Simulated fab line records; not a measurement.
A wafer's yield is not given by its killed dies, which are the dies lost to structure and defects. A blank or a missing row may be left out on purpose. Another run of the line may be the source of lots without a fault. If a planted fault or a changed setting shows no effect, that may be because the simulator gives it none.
Matching of chambers :: flow sky130 :: SKY_VIA2_CMP_24 on cmp-02 has 4 sister chambers
The step polishes, stops on SiO2, t overpolish 20 s, target thk 0 nm. 4 wafers are shown with their chamber, then 7 later ones without.

## WAFERS PAIRED WITH THEIR CHAMBERS
wafer: L163.2
chamber: 3
motor_current_A (A): 11.8

wafer: L163.3
chamber: 2
motor_current_A (A): 12.4

wafer: L164.1
chamber: 1
motor_current_A (A): 11.9

wafer: L164.2
chamber: 0
motor_current_A (A): 11.1

## WAFERS WHOSE CHAMBER IS MISSING
wafer: L164.5
motor_current_A (A): 12.7

wafer: L170.1
motor_current_A (A): 11.4

wafer: L170.2
motor_current_A (A): 12.5

wafer: L170.4
motor_current_A (A): 12.8

wafer: L171.4
motor_current_A (A): 11.2

wafer: L171.5
motor_current_A (A): 12.1

wafer: L171.6
motor_current_A (A): 11.9

## THE CHAMBER EACH PASSED THROUGH
wafer: L164.5
from the rows above: 2
in truth: 2

wafer: L170.1
from the rows above: can't be placed: 0 or 3 or 1
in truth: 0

wafer: L170.2
from the rows above: 2
in truth: 2

wafer: L170.4
from the rows above: 2
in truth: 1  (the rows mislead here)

wafer: L171.4
from the rows above: 0
in truth: 0

wafer: L171.5
from the rows above: can't be placed: 1 or 3 or 2
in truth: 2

wafer: L171.6
from the rows above: can't be placed: 1 or 3
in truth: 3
Correct placement for 3 of the 7. These rows do not allow placing 3 (true chamber among the candidates in 3). 1 placed wrongly.
How it was worked out, from the rows above alone: a wafer's distance from a chamber is the root of the sum, over the readings, of the square of ((its reading less the chamber's mean) divided by the reading's scatter). The wafer belongs to the nearest chamber; if the next one is less than 2 further off, it can't be placed. For every chamber, the mean is computed from those of its wafers that are shown. The scatter: root of mean squared gap, hidden wafer to nearest shown wafer, with one shown wafer a chamber.
